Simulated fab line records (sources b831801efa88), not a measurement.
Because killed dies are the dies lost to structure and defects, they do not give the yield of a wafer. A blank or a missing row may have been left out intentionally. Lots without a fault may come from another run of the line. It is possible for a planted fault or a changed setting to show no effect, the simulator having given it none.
Lot-split experiment / flow sky130 / 23 wafers read across 5 lots, on a route 708 steps long

## SPLIT DETAILS
At SKY_LDD_HVN_IMPLANT_08, the setting dose_cm2 was moved away from the recipe's 3e+13 on 7 of the 23 wafers read, by -2.7% to +7.0%. For the rest of the wafers, this setting stayed at what the recipe calls for.

## SPLIT TO READING: what lies between them in the file, 1 step
- SKY_LDD_HVN_STRIP_09: strips in O2/N2

## THE READING
LDD_HVN_TW, at SKY_LDD_HVN_TW_MEAS_10. A value of 1423 with a standard deviation of 6.7 is what fault-free wafers of this fab line usually give.

wafer=L074.1; tool, chamber at the split=implanter-04, 0; dose_cm2 as run=3e+13; against the recipe=recipe; LDD_HVN_TW=1421; against lot-mates on the recipe=-
wafer=L074.4; tool, chamber at the split=implanter-04, 0; dose_cm2 as run=3e+13; against the recipe=recipe; LDD_HVN_TW=1430; against lot-mates on the recipe=-
wafer=L074.6; tool, chamber at the split=implanter-04, 0; dose_cm2 as run=3e+13; against the recipe=recipe; LDD_HVN_TW=1425; against lot-mates on the recipe=-
wafer=L077.1; tool, chamber at the split=implanter-03, 0; dose_cm2 as run=3e+13; against the recipe=recipe; LDD_HVN_TW=1427; against lot-mates on the recipe=-
wafer=L077.2; tool, chamber at the split=implanter-03, 0; dose_cm2 as run=3.21e+13; against the recipe=+7.0%; LDD_HVN_TW=1452; against lot-mates on the recipe=+28
wafer=L077.3; tool, chamber at the split=implanter-03, 0; dose_cm2 as run=3e+13; against the recipe=recipe; LDD_HVN_TW=1421; against lot-mates on the recipe=-
wafer=L077.4; tool, chamber at the split=implanter-03, 0; dose_cm2 as run=3.21e+13; against the recipe=+7.0%; LDD_HVN_TW=1464; against lot-mates on the recipe=+40
wafer=L077.5; tool, chamber at the split=implanter-03, 0; dose_cm2 as run=3.21e+13; against the recipe=+7.0%; LDD_HVN_TW=1453; against lot-mates on the recipe=+29
wafer=L081.1; tool, chamber at the split=implanter-04, 0; dose_cm2 as run=3e+13; against the recipe=recipe; LDD_HVN_TW=1411; against lot-mates on the recipe=-
wafer=L081.2; tool, chamber at the split=implanter-04, 0; dose_cm2 as run=3e+13; against the recipe=recipe; LDD_HVN_TW=1415; against lot-mates on the recipe=-
wafer=L081.4; tool, chamber at the split=implanter-04, 0; dose_cm2 as run=3.153e+13; against the recipe=+5.1%; LDD_HVN_TW=1443; against lot-mates on the recipe=+28
wafer=L081.5; tool, chamber at the split=implanter-04, 0; dose_cm2 as run=3.153e+13; against the recipe=+5.1%; LDD_HVN_TW=1440; against lot-mates on the recipe=+25
wafer=L081.6; tool, chamber at the split=implanter-04, 0; dose_cm2 as run=3e+13; against the recipe=recipe; LDD_HVN_TW=1420; against lot-mates on the recipe=-
wafer=L082.1; tool, chamber at the split=implanter-02, 0; dose_cm2 as run=3e+13; against the recipe=recipe; LDD_HVN_TW=1426; against lot-mates on the recipe=-
wafer=L082.2; tool, chamber at the split=implanter-02, 0; dose_cm2 as run=3e+13; against the recipe=recipe; LDD_HVN_TW=1420; against lot-mates on the recipe=-
wafer=L082.3; tool, chamber at the split=implanter-02, 0; dose_cm2 as run=3e+13; against the recipe=recipe; LDD_HVN_TW=1416; against lot-mates on the recipe=-
wafer=L082.4; tool, chamber at the split=implanter-02, 0; dose_cm2 as run=3e+13; against the recipe=recipe; LDD_HVN_TW=1419; against lot-mates on the recipe=-
wafer=L082.6; tool, chamber at the split=implanter-02, 0; dose_cm2 as run=3e+13; against the recipe=recipe; LDD_HVN_TW=1421; against lot-mates on the recipe=-
wafer=L084.1; tool, chamber at the split=implanter-02, 0; dose_cm2 as run=2.918e+13; against the recipe=-2.7%; LDD_HVN_TW=1411; against lot-mates on the recipe=-19
wafer=L084.3; tool, chamber at the split=implanter-02, 0; dose_cm2 as run=3e+13; against the recipe=recipe; LDD_HVN_TW=1430; against lot-mates on the recipe=-
wafer=L084.4; tool, chamber at the split=implanter-02, 0; dose_cm2 as run=3e+13; against the recipe=recipe; LDD_HVN_TW=1429; against lot-mates on the recipe=-
wafer=L084.5; tool, chamber at the split=implanter-02, 0; dose_cm2 as run=2.918e+13; against the recipe=-2.7%; LDD_HVN_TW=1417; against lot-mates on the recipe=-13
wafer=L084.6; tool, chamber at the split=implanter-02, 0; dose_cm2 as run=3e+13; against the recipe=recipe; LDD_HVN_TW=1432; against lot-mates on the recipe=-

FIT RESULTS
A straight line over all 23 wafers: LDD_HVN_TW changes by +4.38 for each +1% of dose_cm2; r = +0.91; the points scatter about the line by 5.9.
The same after taking each lot's own level away (the mean of its wafers on the recipe; 23 wafers): +4.89 for each +1%; r = +0.97; scatter 3.8.
That fit puts the effect of the largest move of dose_cm2 on the reading at 34.
Measured against the standard deviation above, the lots' own levels, which go from 1415.3 to 1430.3, span 2.2 times it.
So the slope is not independent of the lot-to-lot level: the two fits are not the same.
Check: +35.5 against its lot-mates is what the line predicts for one of the wafers moved furthest among these (+7.0%) when that wafer is left out of the fit. Against them it came out at +28.

## THE OTHER SPLITS THESE WAFERS WENT THROUGH
Note: prior to the reading, these wafers also went through further splits. Each is held against what the fit with the lots' levels taken away leaves over:
other split on the same wafers=SKY_LDD_P_COAT_02 resist_thk_nm; wafers away from the commonest value=10; r with LDD_HVN_TW (lot level and that fit taken away)=-0.30
other split on the same wafers=SKY_LDD_P_DEVELOP_06 develop_time_s; wafers away from the commonest value=8; r with LDD_HVN_TW (lot level and that fit taken away)=-0.03

## THE FILE'S OWN FIT
LDD_HVN_TW changes by +4.96 for each +1% of dose_cm2, r = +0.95.
